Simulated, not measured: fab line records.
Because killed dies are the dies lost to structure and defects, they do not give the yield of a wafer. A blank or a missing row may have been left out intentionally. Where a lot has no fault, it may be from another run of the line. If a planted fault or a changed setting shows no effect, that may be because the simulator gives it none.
fab line records || flow gf180mcu || part 2 of 2: steps 31 to 42 of 42
record {"lots": 5, "wafers": 15, "last_day": 34}
route steps=602 shown DUAL_GATE@156 POLY_GATE@157 HV_LDD@176
lots that met no fault: from a run of the same line without faults
start_h: hours from the record's first day to the start of the lot's first wafer shown || wait_h: hours since the lot's step before || " identical to the entry in the row above || L1.1+2: a row that stands for several wafers || - no value present, or no start provided || * or withheld: withheld || < > ~ a bound
route shown NAME@n: a module of which the file shows steps, and the number in the route of the first || usual: average and standard deviation across the fault-free wafers || same: alike in all rows || chamber/n: place in a boat || sites: per-site readings || _std_site: the values' standard deviation || _edge_site: inner sites' mean taken away from outer sites' mean || radius_mm: how far each site lies from the wafer's centre || mask NAME#n: copy n || behind: the tool/chamber that last shaped the wafer || hold: why the lot was held/for how many hours/how that ended || device: whichever transistor did not switch (one of n, p or np) || end of line: the tests these same wafers got at the end of their route || a step given without rows: its recipe and nothing more || killed: at the first sort, the dies lost to defects and structure; wafer yield is something else || map: the dies of a wafer, with x for killed, . for not killed, _ for no die there
set.NAME: the setting that was run; set.NAME@STEP: the one run at that earlier step || model.NAME: the simulator's own value behind a step, which no gauge read
a table for each step, a row for each wafer; lots at some steps of the route
services: the hour from which a tool's chamber was out of use, counted from the record's first day as start_h (under 0 if before that day), plus the number of hours and why
## steps
# step GF_HV_LDD_STRIP_10
# recipe {"chemistry": "O2/N2", "power_w": 1400, "pressure_mtorr": 1500, "platen_temp_c": 250, "o2_flow_sccm": 3000, "n2_flow_sccm": 300, "overash_fraction": 0.5}
# usual {"drypump_motor_current_A": "6.0/0.49", "heater_power_w": "321/31", "o2_flow_sccm": "3000/10", "oes_product_au": "0.716/0.0045", "platen_temp_c": "250.01/0.18", "strip_time_to_endpoint_s": "12.60/0.035"}
{"lot.wafer": "L078.1", "tool": "plasma_asher-03", "chamber": 0, "start_h": 254.72, "wait_h": 0.1, "drypump_motor_current_A": 6.0, "heater_power_w": 313, "o2_flow_sccm": 3005, "oes_product_au": 0.711, "platen_temp_c": 249.76, "rf_hours_counter_h": 46, "strip_time_to_endpoint_s": 12.59}
{"lot.wafer": "L078.4", "tool": "plasma_asher-03", "chamber": 1, "start_h": 254.72, "wait_h": 0.1, "drypump_motor_current_A": 5.9, "heater_power_w": 282, "o2_flow_sccm": 3002, "oes_product_au": 0.725, "platen_temp_c": 250.01, "rf_hours_counter_h": "-", "strip_time_to_endpoint_s": 12.61}
{"lot.wafer": "L078.5", "tool": "plasma_asher-03", "chamber": 0, "start_h": 254.72, "wait_h": 0.1, "drypump_motor_current_A": 6.0, "heater_power_w": 324, "o2_flow_sccm": 3005, "oes_product_au": 0.713, "platen_temp_c": 250.01, "rf_hours_counter_h": "-", "strip_time_to_endpoint_s": 12.57}
{"lot.wafer": "L084.2", "tool": "plasma_asher-02", "chamber": 0, "start_h": 291.25, "wait_h": 0.1, "drypump_motor_current_A": 5.4, "heater_power_w": 368, "o2_flow_sccm": 2992, "oes_product_au": 0.718, "platen_temp_c": 250.17, "rf_hours_counter_h": 64, "strip_time_to_endpoint_s": 12.59}
{"lot.wafer": "L084.4", "tool": "plasma_asher-02", "chamber": 1, "start_h": 291.25, "wait_h": 0.1, "drypump_motor_current_A": 5.8, "heater_power_w": 321, "o2_flow_sccm": 3003, "oes_product_au": 0.720, "platen_temp_c": 249.79, "rf_hours_counter_h": "-", "strip_time_to_endpoint_s": 12.60}
{"lot.wafer": "L084.5", "tool": "plasma_asher-02", "chamber": 1, "start_h": 291.25, "wait_h": 0.1, "drypump_motor_current_A": 5.8, "heater_power_w": 331, "o2_flow_sccm": 2995, "oes_product_au": 0.718, "platen_temp_c": 249.92, "rf_hours_counter_h": "-", "strip_time_to_endpoint_s": 12.58}
{"lot.wafer": "L089.1", "tool": "plasma_asher-02", "chamber": 1, "start_h": 329.09, "wait_h": 0.1, "drypump_motor_current_A": 5.8, "heater_power_w": 329, "o2_flow_sccm": 2989, "oes_product_au": 0.718, "platen_temp_c": 250.01, "rf_hours_counter_h": 68, "strip_time_to_endpoint_s": 12.66}
{"lot.wafer": "L089.3", "tool": "plasma_asher-02", "chamber": 0, "start_h": 329.09, "wait_h": 0.1, "drypump_motor_current_A": 5.4, "heater_power_w": 373, "o2_flow_sccm": 2990, "oes_product_au": 0.717, "platen_temp_c": 250.17, "rf_hours_counter_h": "-", "strip_time_to_endpoint_s": 12.66}
{"lot.wafer": "L089.4", "tool": "plasma_asher-02", "chamber": 1, "start_h": 329.09, "wait_h": 0.1, "drypump_motor_current_A": 5.8, "heater_power_w": 323, "o2_flow_sccm": 2991, "oes_product_au": 0.713, "platen_temp_c": 249.86, "rf_hours_counter_h": "-", "strip_time_to_endpoint_s": 12.64}
{"lot.wafer": "L092.1", "tool": "plasma_asher-01", "chamber": 0, "start_h": 349.17, "wait_h": 0.1, "drypump_motor_current_A": 6.9, "heater_power_w": 349, "o2_flow_sccm": 2982, "oes_product_au": 0.707, "platen_temp_c": 249.78, "rf_hours_counter_h": 24, "strip_time_to_endpoint_s": 12.56}
{"lot.wafer": "L092.5", "tool": "plasma_asher-01", "chamber": 1, "start_h": 349.17, "wait_h": 0.1, "drypump_motor_current_A": 5.6, "heater_power_w": 286, "o2_flow_sccm": 3016, "oes_product_au": 0.712, "platen_temp_c": 250.04, "rf_hours_counter_h": "-", "strip_time_to_endpoint_s": 12.59}
{"lot.wafer": "L092.6", "tool": "plasma_asher-01", "chamber": 0, "start_h": 349.17, "wait_h": 0.1, "drypump_motor_current_A": 6.9, "heater_power_w": 359, "o2_flow_sccm": 2988, "oes_product_au": 0.717, "platen_temp_c": 249.99, "rf_hours_counter_h": "-", "strip_time_to_endpoint_s": 12.62}
{"lot.wafer": "L097.3", "tool": "plasma_asher-01", "chamber": 0, "start_h": 391.03, "wait_h": 0.1, "drypump_motor_current_A": 6.8, "heater_power_w": 365, "o2_flow_sccm": 3001, "oes_product_au": 0.715, "platen_temp_c": 250.01, "rf_hours_counter_h": "-", "strip_time_to_endpoint_s": 12.63}
{"lot.wafer": "L097.4", "tool": "plasma_asher-01", "chamber": 1, "start_h": 391.03, "wait_h": 0.1, "drypump_motor_current_A": 5.6, "heater_power_w": 286, "o2_flow_sccm": 3003, "oes_product_au": 0.716, "platen_temp_c": 250.14, "rf_hours_counter_h": "-", "strip_time_to_endpoint_s": 12.62}
{"lot.wafer": "L097.6", "tool": "plasma_asher-01", "chamber": 1, "start_h": 391.03, "wait_h": 0.1, "drypump_motor_current_A": 5.7, "heater_power_w": 294, "o2_flow_sccm": 3010, "oes_product_au": 0.713, "platen_temp_c": 249.91, "rf_hours_counter_h": "-", "strip_time_to_endpoint_s": 12.61}
# step GF_HV_LDD_TW_MEAS_11
# usual {"HV_LDD_TW": "2430/18"}
{"lot.wafer": "L078.1", "tool": "film_metro-01", "chamber": "-", "start_h": 254.82, "wait_h": 0.1, "HV_LDD_TW": 2458}
{"lot.wafer": "L078.4", "tool": "film_metro-01", "chamber": "-", "start_h": 254.82, "wait_h": 0.1, "HV_LDD_TW": 2454}
{"lot.wafer": "L078.5", "tool": "film_metro-01", "chamber": "-", "start_h": 254.82, "wait_h": 0.1, "HV_LDD_TW": 2453}
{"lot.wafer": "L084.2", "tool": "film_metro-01", "chamber": "-", "start_h": 291.36, "wait_h": 0.1, "HV_LDD_TW": 2428}
{"lot.wafer": "L084.4", "tool": "film_metro-01", "chamber": "-", "start_h": 291.36, "wait_h": 0.1, "HV_LDD_TW": 2434}
{"lot.wafer": "L084.5", "tool": "film_metro-01", "chamber": "-", "start_h": 291.36, "wait_h": 0.1, "HV_LDD_TW": 2436}
{"lot.wafer": "L089.1", "tool": "film_metro-03", "chamber": "-", "start_h": 329.19, "wait_h": 0.1, "HV_LDD_TW": 2459}
{"lot.wafer": "L089.3", "tool": "film_metro-03", "chamber": "-", "start_h": 329.19, "wait_h": 0.1, "HV_LDD_TW": 2452}
{"lot.wafer": "L089.4", "tool": "film_metro-03", "chamber": "-", "start_h": 329.19, "wait_h": 0.1, "HV_LDD_TW": 2447}
{"lot.wafer": "L092.1", "tool": "film_metro-03", "chamber": "-", "start_h": 349.27, "wait_h": 0.1, "HV_LDD_TW": 2416}
{"lot.wafer": "L092.5", "tool": "film_metro-03", "chamber": "-", "start_h": 349.27, "wait_h": 0.1, "HV_LDD_TW": 2441}
{"lot.wafer": "L092.6", "tool": "film_metro-03", "chamber": "-", "start_h": 349.27, "wait_h": 0.1, "HV_LDD_TW": 2427}
{"lot.wafer": "L097.3", "tool": "film_metro-02", "chamber": "-", "start_h": 391.12, "wait_h": 0.1, "HV_LDD_TW": 2414}
{"lot.wafer": "L097.4", "tool": "film_metro-02", "chamber": "-", "start_h": 391.12, "wait_h": 0.1, "HV_LDD_TW": 2397}
{"lot.wafer": "L097.6", "tool": "film_metro-02", "chamber": "-", "start_h": 391.12, "wait_h": 0.1, "HV_LDD_TW": 2407}
# step GF_HV_LDD_DEHYDRATE_12
# recipe {"temp_c": 200, "time_s": 60}
{"lot.wafer": "L078.1+4+5", "tool": "litho_track-03", "chamber": 0, "start_h": 263.27, "wait_h": 8.4}
{"lot.wafer": "L084.2+4+5", "tool": "litho_track-01", "chamber": 0, "start_h": 300.87, "wait_h": 9.5}
{"lot.wafer": "L089.1+3+4", "tool": "litho_track-04", "chamber": 0, "start_h": 339.48, "wait_h": 10.3}
{"lot.wafer": "L092.1+5+6", "tool": "litho_track-04", "chamber": 0, "start_h": 359.43, "wait_h": 10.1}
{"lot.wafer": "L097.3+4+6", "tool": "litho_track-01", "chamber": 0, "start_h": 402.39, "wait_h": 11.3}
# step GF_HV_LDD_HMDS_13
# recipe {"prime_time_s": 60, "prime_temp_c": 120}
{"lot.wafer": "L078.1+4+5", "tool": "litho_track-03", "chamber": 0, "start_h": 263.42, "wait_h": 0.1}
{"lot.wafer": "L084.2+4+5", "tool": "litho_track-01", "chamber": 0, "start_h": 301.02, "wait_h": 0.1}
{"lot.wafer": "L089.1+3+4", "tool": "litho_track-04", "chamber": 0, "start_h": 339.63, "wait_h": 0.1}
{"lot.wafer": "L092.1+5+6", "tool": "litho_track-04", "chamber": 0, "start_h": 359.58, "wait_h": 0.1}
{"lot.wafer": "L097.3+4+6", "tool": "litho_track-01", "chamber": 0, "start_h": 402.54, "wait_h": 0.1}
# step GF_HV_LDD_COAT_14
# recipe {"resist": "NOVOLAK", "spin_rpm": 3000, "resist_thk_nm": 1000}
# usual {"spin_speed_rpm": "2999.9/1.6"}
{"lot.wafer": "L078.1", "tool": "litho_track-03", "chamber": 0, "start_h": 263.57, "wait_h": 0.1, "spin_speed_rpm": 2997.7}
{"lot.wafer": "L078.4", "tool": "litho_track-03", "chamber": 0, "start_h": 263.57, "wait_h": 0.1, "spin_speed_rpm": 3000.9}
{"lot.wafer": "L078.5", "tool": "litho_track-03", "chamber": 0, "start_h": 263.57, "wait_h": 0.1, "spin_speed_rpm": 2997.7}
{"lot.wafer": "L084.2", "tool": "litho_track-01", "chamber": 0, "start_h": 301.17, "wait_h": 0.1, "spin_speed_rpm": 3001.0}
{"lot.wafer": "L084.4", "tool": "litho_track-01", "chamber": 0, "start_h": 301.17, "wait_h": 0.1, "spin_speed_rpm": 3000.7}
{"lot.wafer": "L084.5", "tool": "litho_track-01", "chamber": 0, "start_h": 301.17, "wait_h": 0.1, "spin_speed_rpm": 3002.2}
{"lot.wafer": "L089.1", "tool": "litho_track-04", "chamber": 0, "start_h": 339.78, "wait_h": 0.1, "spin_speed_rpm": 2998.9}
{"lot.wafer": "L089.3", "tool": "litho_track-04", "chamber": 0, "start_h": 339.78, "wait_h": 0.1, "spin_speed_rpm": 3001.6}
{"lot.wafer": "L089.4", "tool": "litho_track-04", "chamber": 0, "start_h": 339.78, "wait_h": 0.1, "spin_speed_rpm": 2999.0}
{"lot.wafer": "L092.1", "tool": "litho_track-04", "chamber": 0, "start_h": 359.73, "wait_h": 0.1, "spin_speed_rpm": 3000.5}
{"lot.wafer": "L092.5", "tool": "litho_track-04", "chamber": 0, "start_h": 359.73, "wait_h": 0.1, "spin_speed_rpm": 2996.9}
{"lot.wafer": "L092.6", "tool": "litho_track-04", "chamber": 0, "start_h": 359.73, "wait_h": 0.1, "spin_speed_rpm": 2999.5}
{"lot.wafer": "L097.3", "tool": "litho_track-01", "chamber": 0, "start_h": 402.69, "wait_h": 0.1, "spin_speed_rpm": 2997.8}
{"lot.wafer": "L097.4", "tool": "litho_track-01", "chamber": 0, "start_h": 402.69, "wait_h": 0.1, "spin_speed_rpm": 2996.6}
{"lot.wafer": "L097.6", "tool": "litho_track-01", "chamber": 0, "start_h": 402.69, "wait_h": 0.1, "spin_speed_rpm": 2999.8}
# step GF_HV_LDD_SOFTBAKE_15
# recipe {"temp_c": 90, "time_s": 60, "resist": "NOVOLAK"}
{"lot.wafer": "L078.1+4+5", "tool": "litho_track-03", "chamber": 0, "start_h": 263.72, "wait_h": 0.1}
{"lot.wafer": "L084.2+4+5", "tool": "litho_track-01", "chamber": 0, "start_h": 301.32, "wait_h": 0.1}
{"lot.wafer": "L089.1+3+4", "tool": "litho_track-04", "chamber": 0, "start_h": 339.93, "wait_h": 0.1}
{"lot.wafer": "L092.1+5+6", "tool": "litho_track-04", "chamber": 0, "start_h": 359.88, "wait_h": 0.1}
{"lot.wafer": "L097.3+4+6", "tool": "litho_track-01", "chamber": 0, "start_h": 402.84, "wait_h": 0.1}
# step GF_HV_LDD_EXPOSE_16
# recipe {"mask_id": "Pplus_LV_AREA", "target_cd_nm": 400, "na": 0.6, "source_shape": "conventional", "sigma_outer": 0.6, "dose_mj": 140}
{"lot.wafer": "L078.1+4+5", "tool": "iline_stepper-02", "chamber": 0, "start_h": "-", "wait_h": "-", "mask": "Pplus_LV_AREA#0"}
{"lot.wafer": "L084.2+4+5", "tool": "iline_stepper-02", "chamber": 0, "start_h": "-", "wait_h": "-", "mask": "Pplus_LV_AREA#0"}
{"lot.wafer": "L089.1+3+4", "tool": "iline_stepper-02", "chamber": 0, "start_h": "-", "wait_h": "-", "mask": "Pplus_LV_AREA#0"}
{"lot.wafer": "L092.1+5+6", "tool": "iline_stepper-01", "chamber": 0, "start_h": "-", "wait_h": "-", "mask": "Pplus_LV_AREA#0"}
{"lot.wafer": "L097.3+4+6", "tool": "iline_stepper-01", "chamber": 0, "start_h": "-", "wait_h": "-", "mask": "Pplus_LV_AREA#0"}
# step GF_HV_LDD_PEB_17
# recipe {"temp_c": "withheld", "time_s": "*", "resist": "NOVOLAK"}
{"lot.wafer": "L078.1+4+5", "tool": "litho_track-03", "chamber": 0, "start_h": "-", "wait_h": "-"}
{"lot.wafer": "L084.2+4+5", "tool": "litho_track-03", "chamber": 0, "start_h": "-", "wait_h": "-"}
{"lot.wafer": "L089.1+3+4", "tool": "litho_track-01", "chamber": 0, "start_h": "-", "wait_h": "-"}
{"lot.wafer": "L092.1+5+6", "tool": "litho_track-01", "chamber": 0, "start_h": "-", "wait_h": "-"}
{"lot.wafer": "L097.3+4+6", "tool": "litho_track-04", "chamber": 0, "start_h": "-", "wait_h": "-"}
# step GF_HV_LDD_DEVELOP_18
# recipe {"develop_time_s": 60, "dev_temp_c": 23}
{"lot.wafer": "L078.1+4+5", "tool": "litho_track-03", "chamber": 0, "start_h": 272.72, "wait_h": 0.1}
{"lot.wafer": "L084.2+4+5", "tool": "litho_track-03", "chamber": 0, "start_h": 311.29, "wait_h": 0.1}
{"lot.wafer": "L089.1+3+4", "tool": "litho_track-01", "chamber": 0, "start_h": 350.79, "wait_h": 0.1}
{"lot.wafer": "L092.1+5+6", "tool": "litho_track-01", "chamber": 0, "start_h": 371.24, "wait_h": 0.1}
{"lot.wafer": "L097.3+4+6", "tool": "litho_track-04", "chamber": 0, "start_h": 414.43, "wait_h": 0.1}
# step GF_HV_LDD_CD_MEAS_19
# recipe {"target_cd_nm": 400}
# usual {"cd_nm": "399.9/2.2"}
{"lot.wafer": "L078.1", "tool": "cd_sem-02", "chamber": "-", "start_h": 272.87, "wait_h": 0.1, "cd_nm": 399.4}
{"lot.wafer": "L078.4", "tool": "cd_sem-02", "chamber": "-", "start_h": 272.87, "wait_h": 0.1, "cd_nm": 398.7}
{"lot.wafer": "L078.5", "tool": "cd_sem-02", "chamber": "-", "start_h": 272.87, "wait_h": 0.1, "cd_nm": 397.7}
{"lot.wafer": "L084.2", "tool": "cd_sem-02", "chamber": "-", "start_h": 311.47, "wait_h": 0.2, "cd_nm": 398.3}
{"lot.wafer": "L084.4", "tool": "cd_sem-02", "chamber": "-", "start_h": 311.47, "wait_h": 0.2, "cd_nm": 398.9}
{"lot.wafer": "L084.5", "tool": "cd_sem-02", "chamber": "-", "start_h": 311.47, "wait_h": 0.2, "cd_nm": 399.4}
{"lot.wafer": "L089.1", "tool": "cd_sem-02", "chamber": "-", "start_h": 350.94, "wait_h": 0.1, "cd_nm": 398.0}
{"lot.wafer": "L089.3", "tool": "cd_sem-02", "chamber": "-", "start_h": 350.94, "wait_h": 0.1, "cd_nm": 397.1}
{"lot.wafer": "L089.4", "tool": "cd_sem-02", "chamber": "-", "start_h": 350.94, "wait_h": 0.1, "cd_nm": 398.6}
{"lot.wafer": "L092.1", "tool": "cd_sem-01", "chamber": "-", "start_h": 371.39, "wait_h": 0.1, "cd_nm": 398.1}
{"lot.wafer": "L092.5", "tool": "cd_sem-01", "chamber": "-", "start_h": 371.39, "wait_h": 0.1, "cd_nm": 399.3}
{"lot.wafer": "L092.6", "tool": "cd_sem-01", "chamber": "-", "start_h": 371.39, "wait_h": 0.1, "cd_nm": 399.3}
{"lot.wafer": "L097.3", "tool": "cd_sem-02", "chamber": "-", "start_h": 414.57, "wait_h": 0.1, "cd_nm": 400.7}
{"lot.wafer": "L097.4", "tool": "cd_sem-02", "chamber": "-", "start_h": 414.57, "wait_h": 0.1, "cd_nm": 398.8}
{"lot.wafer": "L097.6", "tool": "cd_sem-02", "chamber": "-", "start_h": 414.57, "wait_h": 0.1, "cd_nm": 399.7}
# step GF_HV_LDD_OVL_MEAS_20
# usual {"HV_LDD_01_OVL": "0.7/1.3"}
{"lot.wafer": "L078.1", "tool": "overlay-02", "chamber": "-", "start_h": 272.99, "wait_h": 0.1, "HV_LDD_01_OVL[nm]": 0.3}
{"lot.wafer": "L078.4", "tool": "overlay-02", "chamber": "-", "start_h": 272.99, "wait_h": 0.1, "HV_LDD_01_OVL[nm]": 0.0}
{"lot.wafer": "L078.5", "tool": "overlay-02", "chamber": "-", "start_h": 272.99, "wait_h": 0.1, "HV_LDD_01_OVL[nm]": 0.8}
{"lot.wafer": "L084.2", "tool": "overlay-02", "chamber": "-", "start_h": 311.58, "wait_h": 0.1, "HV_LDD_01_OVL[nm]": 0.0}
{"lot.wafer": "L084.4", "tool": "overlay-02", "chamber": "-", "start_h": 311.58, "wait_h": 0.1, "HV_LDD_01_OVL[nm]": -0.2}
{"lot.wafer": "L084.5", "tool": "overlay-02", "chamber": "-", "start_h": 311.58, "wait_h": 0.1, "HV_LDD_01_OVL[nm]": 1.1}
{"lot.wafer": "L089.1", "tool": "overlay-02", "chamber": "-", "start_h": 351.06, "wait_h": 0.1, "HV_LDD_01_OVL[nm]": -1.3}
{"lot.wafer": "L089.3", "tool": "overlay-02", "chamber": "-", "start_h": 351.06, "wait_h": 0.1, "HV_LDD_01_OVL[nm]": -0.4}
{"lot.wafer": "L089.4", "tool": "overlay-02", "chamber": "-", "start_h": 351.06, "wait_h": 0.1, "HV_LDD_01_OVL[nm]": -0.9}
{"lot.wafer": "L092.1", "tool": "overlay-02", "chamber": "-", "start_h": 371.51, "wait_h": 0.1, "HV_LDD_01_OVL[nm]": 2.0}
{"lot.wafer": "L092.5", "tool": "overlay-02", "chamber": "-", "start_h": 371.51, "wait_h": 0.1, "HV_LDD_01_OVL[nm]": 2.5}
{"lot.wafer": "L092.6", "tool": "overlay-02", "chamber": "-", "start_h": 371.51, "wait_h": 0.1, "HV_LDD_01_OVL[nm]": 0.8}
{"lot.wafer": "L097.3", "tool": "overlay-01", "chamber": "-", "start_h": 414.66, "wait_h": 0.1, "HV_LDD_01_OVL[nm]": 2.7}
{"lot.wafer": "L097.4", "tool": "overlay-01", "chamber": "-", "start_h": 414.66, "wait_h": 0.1, "HV_LDD_01_OVL[nm]": 0.2}
{"lot.wafer": "L097.6", "tool": "overlay-01", "chamber": "-", "start_h": 414.66, "wait_h": 0.1, "HV_LDD_01_OVL[nm]": 0.4}
# step GF_HV_LDD_IMPLANT_21
# recipe {"species": "BF2", "energy_kev": 25, "dose_cm2": 5e+13, "tilt_deg": 7}
# usual {"beam_energy_keV": "25.000/0.0079", "beam_on_s": "10.02/0.2"}
{"lot.wafer": "L078.1", "tool": "implanter-03", "chamber": 0, "start_h": 273.02, "wait_h": 0.0, "beam_energy_keV": 24.989, "beam_on_s": 10.16}
{"lot.wafer": "L078.4", "tool": "implanter-03", "chamber": 0, "start_h": 273.02, "wait_h": 0.0, "beam_energy_keV": 24.994, "beam_on_s": 10.07}
{"lot.wafer": "L078.5", "tool": "implanter-03", "chamber": 0, "start_h": 273.02, "wait_h": 0.0, "beam_energy_keV": 24.983, "beam_on_s": 10.06}
{"lot.wafer": "L084.2", "tool": "implanter-03", "chamber": 0, "start_h": 311.63, "wait_h": 0.0, "beam_energy_keV": 25.001, "beam_on_s": 10.03}
{"lot.wafer": "L084.4", "tool": "implanter-03", "chamber": 0, "start_h": 311.63, "wait_h": 0.0, "beam_energy_keV": 25.006, "beam_on_s": 9.81}
{"lot.wafer": "L084.5", "tool": "implanter-03", "chamber": 0, "start_h": 311.63, "wait_h": 0.0, "beam_energy_keV": 25.001, "beam_on_s": 9.89}
{"lot.wafer": "L089.1", "tool": "implanter-01", "chamber": 0, "start_h": 351.10, "wait_h": 0.0, "beam_energy_keV": 24.997, "beam_on_s": 9.84}
{"lot.wafer": "L089.3", "tool": "implanter-01", "chamber": 0, "start_h": 351.10, "wait_h": 0.0, "beam_energy_keV": 25.013, "beam_on_s": 9.98}
{"lot.wafer": "L089.4", "tool": "implanter-01", "chamber": 0, "start_h": 351.10, "wait_h": 0.0, "beam_energy_keV": 24.994, "beam_on_s": 10.06}
{"lot.wafer": "L092.1", "tool": "implanter-04", "chamber": 0, "start_h": 371.55, "wait_h": 0.0, "beam_energy_keV": 24.993, "beam_on_s": 9.82}
{"lot.wafer": "L092.5", "tool": "implanter-04", "chamber": 0, "start_h": 371.55, "wait_h": 0.0, "beam_energy_keV": 25.002, "beam_on_s": 10.28}
{"lot.wafer": "L092.6", "tool": "implanter-04", "chamber": 0, "start_h": 371.55, "wait_h": 0.0, "beam_energy_keV": 24.995, "beam_on_s": 9.89}
{"lot.wafer": "L097.3", "tool": "implanter-04", "chamber": 0, "start_h": 414.74, "wait_h": 0.1, "beam_energy_keV": 24.994, "beam_on_s": 9.59}
{"lot.wafer": "L097.4", "tool": "implanter-04", "chamber": 0, "start_h": 414.74, "wait_h": 0.1, "beam_energy_keV": 24.998, "beam_on_s": 9.98}
{"lot.wafer": "L097.6", "tool": "implanter-04", "chamber": 0, "start_h": 414.74, "wait_h": 0.1, "beam_energy_keV": 24.988, "beam_on_s": 9.78}
## services
{"tool": "implanter-03", "chamber": "-", "start_h": 200.94, "hours": 4.4, "kind": "repair"}
{"tool": "iline_stepper-02", "chamber": "-", "start_h": 201.67, "hours": 4.4, "kind": "pm"}
{"tool": "implanter-03", "chamber": "-", "start_h": 207.27, "hours": 27.4, "kind": "pm"}
{"tool": "iline_stepper-02", "chamber": "-", "start_h": 207.57, "hours": 1.7, "kind": "pm"}
{"tool": "iline_stepper-01", "chamber": "-", "start_h": 213.13, "hours": 1.7, "kind": "pm"}
{"tool": "implanter-04", "chamber": "-", "start_h": 235.46, "hours": 14.4, "kind": "repair"}
{"tool": "lpcvd-02", "chamber": "-", "start_h": 242.95, "hours": 6.1, "kind": "pm"}
{"tool": "implanter-03", "chamber": "-", "start_h": 243.81, "hours": 2.1, "kind": "repair"}
{"tool": "iline_stepper-02", "chamber": "-", "start_h": 268.03, "hours": 0.9, "kind": "repair"}
{"tool": "plasma_asher-01", "chamber": "-", "start_h": 271.70, "hours": 3.3, "kind": "repair"}
{"tool": "implanter-03", "chamber": "-", "start_h": 273.87, "hours": 2.6, "kind": "repair"}
{"tool": "krf_scanner-02", "chamber": "-", "start_h": 279.17, "hours": 7.5, "kind": "repair"}
{"tool": "rie_si-01", "chamber": 0, "start_h": 284.38, "hours": 9.9, "kind": "repair"}
{"tool": "krf_scanner-02", "chamber": "-", "start_h": 286.68, "hours": 1.0, "kind": "pm"}
{"tool": "lpcvd-02", "chamber": "-", "start_h": 287.54, "hours": 14.6, "kind": "pm"}
{"tool": "rie_si-01", "chamber": 1, "start_h": 288.85, "hours": 5.8, "kind": "repair"}
{"tool": "iline_stepper-02", "chamber": "-", "start_h": 313.02, "hours": 2.1, "kind": "pm"}
{"tool": "implanter-04", "chamber": "-", "start_h": 329.34, "hours": 3.7, "kind": "repair"}
{"tool": "rie_diel-01", "chamber": 1, "start_h": 336.63, "hours": 11.5, "kind": "repair"}
{"tool": "krf_scanner-02", "chamber": "-", "start_h": 337.47, "hours": 1.3, "kind": "pm"}
{"tool": "krf_scanner-02", "chamber": "-", "start_h": 338.77, "hours": 0.8, "kind": "pm"}
{"tool": "furnace-01", "chamber": "-", "start_h": 372.78, "hours": 3.9, "kind": "pm"}
{"tool": "furnace-02", "chamber": "-", "start_h": 394.92, "hours": 8.7, "kind": "pm"}
{"tool": "furnace-01", "chamber": "-", "start_h": 406.77, "hours": 3.8, "kind": "pm"}
